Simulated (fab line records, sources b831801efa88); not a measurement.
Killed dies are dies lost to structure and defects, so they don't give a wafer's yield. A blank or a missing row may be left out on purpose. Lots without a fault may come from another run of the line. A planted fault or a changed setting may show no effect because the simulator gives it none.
Which tool did it? | flow sky130 | 12 lots, 36 wafers sampled, at 6 steps of a route of 708

WHAT THE GAUGES READ, wafer by wafer
SKY_LDD_LDN_OVL_MEAS_07.
lot  | measured     | on         | LDD_LDN_OVL (nm)
L566 | day 22 08:08 | overlay-01 | -1.0 -0.4 -0.9
L568 | day 23 05:18 | overlay-01 | -0.5 0.9 -0.1
L569 | day 25 02:02 | overlay-01 | -0.6 -1.3 -1.4
L570 | day 25 19:03 | overlay-02 | - - -
L572 | day 25 22:13 | overlay-01 | - - -
L573 | day 26 07:20 | overlay-02 | 0.2 2.1 0.5
L581 | day 28 07:35 | overlay-01 | 1.8 0.7 1.6
L582 | day 28 12:44 | overlay-02 | 0.4 0.8 2.7
L583 | day 28 18:26 | overlay-02 | 1.9 2.2 -0.4
L584 | day 29 02:20 | overlay-01 | 0.4 -0.3 -0.9
L586 | day 29 23:50 | overlay-01 | -0.7 -1.1 -0.8
L589 | day 30 18:38 | overlay-02 | -0.8 1.5 0.3

SKY_SPACER_THK_MEAS_01.
lot  | measured     | on            | SPACER_CVD_00_THK (nm)
L566 | day 22 11:07 | film_metro-02 | 42.9 42.7 43.1
L568 | day 23 07:22 | film_metro-02 | 43.6 43.6 43.8
L569 | day 25 04:06 | film_metro-02 | 43.2 42.9 43.4
L570 | day 25 21:57 | film_metro-02 | 42.7 43.0 42.9
L572 | day 26 00:16 | film_metro-02 | 43.0 43.4 43.0
L573 | day 26 09:23 | film_metro-02 | 43.5 43.3 43.4
L581 | day 28 09:38 | film_metro-02 | 43.7 43.6 43.6
L582 | day 28 16:33 | film_metro-02 | 43.1 43.2 43.2
L583 | day 28 20:50 | film_metro-02 | 42.8 43.3 43.5
L584 | day 29 04:23 | film_metro-03 | 43.6 43.6 43.1
L586 | day 30 01:54 | film_metro-02 | 42.7 42.7 42.4
L589 | day 30 20:42 | film_metro-02 | 42.4 42.7 43.0

SKY_RES_XHIGH_TW_MEAS_09.
lot  | measured     | on            | RES_XHIGH_TW
L566 | day 26 05:16 | film_metro-01 | 1639 1636 1649
L568 | day 27 01:41 | film_metro-01 | 1640 1639 1636
L569 | day 28 20:31 | film_metro-01 | 1639 1636 1637
L570 | day 29 12:31 | film_metro-02 | 1936 1925 1926
L572 | day 29 15:08 | film_metro-04 | 1953 1947 1956
L573 | day 29 23:47 | film_metro-04 | 1675 1673 1672
L581 | day 31 22:28 | film_metro-01 | 1650 1650 1641
L582 | day 32 04:43 | film_metro-02 | 1660 1661 1664
L583 | day 32 08:56 | film_metro-02 | 1651 1653 1652
L584 | day 32 16:01 | film_metro-04 | 1680 1669 1672
L586 | day 33 12:49 | film_metro-01 | 1646 1641 1652
L589 | day 34 06:40 | film_metro-01 | 1635 1633 1629

SKY_LOCAL_INTERCONNECT_CD_MEAS_11: target cd 170 nm.
lot  | measured     | on        | cd_nm (nm)
L566 | day 29 23:22 | cd_sem-02 | 171.3 169.4 170.7
L568 | day 30 18:32 | cd_sem-01 | 169.9 169.0 167.9
L569 | day 32 11:25 | cd_sem-02 | 167.7 166.1 167.4
L570 | day 33 02:23 | cd_sem-01 | 169.1 166.9 169.4
L572 | day 33 04:44 | cd_sem-01 | 169.4 167.8 168.4
L573 | day 33 12:34 | cd_sem-01 | 172.3 171.7 170.7
L581 | day 35 08:22 | cd_sem-02 | 168.6 169.3 168.6
L582 | day 35 15:32 | cd_sem-01 | 170.1 171.6 170.4
L583 | day 35 18:49 | cd_sem-02 | 169.7 169.6 169.9
L584 | day 36 02:29 | cd_sem-01 | 170.7 170.1 169.4
L586 | day 36 22:38 | cd_sem-02 | 168.8 171.2 169.2
L589 | day 37 15:44 | cd_sem-02 | 170.5 169.8 170.2

WHICH TOOL RAN EACH LOT (tool, then ch and the chambers of the sampled wafers, then the start)
lot  | SKY_LDD_LDN_COAT_02               | SKY_LI_CONTACT_SPUTTER_20
L566 | litho_track-02 ch 0, day 21 16:36 | pvd_sputter-02, day 28 18:13
L568 | litho_track-02 ch 0, day 22 13:34 | pvd_sputter-03, day 29 13:46
L569 | litho_track-04 ch 0, day 24 11:11 | pvd_sputter-01, day 31 06:44
L570 | litho_track-04, day 25 04:06      | pvd_sputter-03, day 31 22:29
L572 | litho_track-03, day 25 07:22      | pvd_sputter-02, day 32 00:46
L573 | litho_track-04 ch 0, day 25 16:38 | pvd_sputter-03, day 32 09:10
L581 | litho_track-03 ch 0, day 27 17:10 | pvd_sputter-02, day 34 05:10
L582 | litho_track-02 ch 0, day 27 22:02 | pvd_sputter-01, day 34 12:29
L583 | litho_track-04 ch 0, day 28 03:44 | pvd_sputter-01, day 34 16:10
L584 | litho_track-02 ch 0, day 28 11:32 | pvd_sputter-01, day 34 22:52
L586 | litho_track-04 ch 0, day 29 09:38 | pvd_sputter-02, day 35 19:40
L589 | litho_track-03 ch 0, day 30 04:28 | pvd_sputter-03, day 36 13:19
- SKY_LDD_LDN_COAT_02: resist thk 1140 nm.
- SKY_LI_CONTACT_SPUTTER_20: material TiN, target thk 20 nm, time 80 s.

WHAT THE TOOLS THEMSELVES READ (means of the sampled wafers that have a number; where no wafer has one, the mark that the record gives instead)
SKY_LDD_LDN_COAT_02.
lot  | tool           | chill_plate_temp_C (C) | dispense_pressure_kPa (kPa)
L566 | litho_track-02 | 22.97                  | 51.7
L568 | litho_track-02 | 23.12                  | 51.8
L569 | litho_track-04 | 22.86                  | 48.6
L570 | litho_track-04 | -                      | -
L572 | litho_track-03 | -                      | -
L573 | litho_track-04 | 22.97                  | 48.5
L581 | litho_track-03 | 22.99                  | 48.2
L582 | litho_track-02 | 23.10                  | 51.7
L583 | litho_track-04 | 23.07                  | 48.5
L584 | litho_track-02 | 22.98                  | 51.7
L586 | litho_track-04 | 22.71                  | 48.6
L589 | litho_track-03 | 22.95                  | 48.3

SKY_LI_CONTACT_SPUTTER_20.
lot  | tool           | throttle_valve_pct (%)
L566 | pvd_sputter-02 | 30.5
L568 | pvd_sputter-03 | 29.7
L569 | pvd_sputter-01 | 30.3
L570 | pvd_sputter-03 | 29.3
L572 | pvd_sputter-02 | 30.7
L573 | pvd_sputter-03 | 29.6
L581 | pvd_sputter-02 | 31.3
L582 | pvd_sputter-01 | 29.6
L583 | pvd_sputter-01 | 29.6
L584 | pvd_sputter-01 | 29.6
L586 | pvd_sputter-02 | 30.8
L589 | pvd_sputter-03 | 29.6

THE ANSWER, worked out from the rows above alone
Rule: what is usual is taken from the lots themselves. Put in order of their means at a reading, lots are off if they are a third of the lots or fewer, leave a main group of 4 or more, and stand apart from it by a gap of 3 or more times the standard deviation of the main group's means; of several such gaps the widest counts. A main group whose means are all the same, to the digits that the tables above print for the reading, isn't used. A lot without any number at a reading at which 4 lots or more have one is off too. The other lots that the step has rows for count as sound. The gauges are gone through in route order, then the tools' own readings, and for those a lot's mean is taken as printed above. The first step at which some lot is off is used, and at that step the reading that is off furthest; a lot without a number counts as furthest.
Off: L570, L572, at SKY_LDD_LDN_OVL_MEAS_07 (LDD_LDN_OVL). Without a number there: L570, L572. The main group: mean 0.2 nm, standard deviation 0.9.
A tool fits if, at a process step before that reading, it ran every lot that is off, and no sound lot after the first of them. The gauges at SKY_LDD_LDN_OVL_MEAS_07 aren't tried: what is off there is off at SKY_RES_XHIGH_TW_MEAS_09 too, on other tools, and a gauge's error can't cause that. None of those tried fits.

WHAT THE SIMULATOR HAD PUT IN
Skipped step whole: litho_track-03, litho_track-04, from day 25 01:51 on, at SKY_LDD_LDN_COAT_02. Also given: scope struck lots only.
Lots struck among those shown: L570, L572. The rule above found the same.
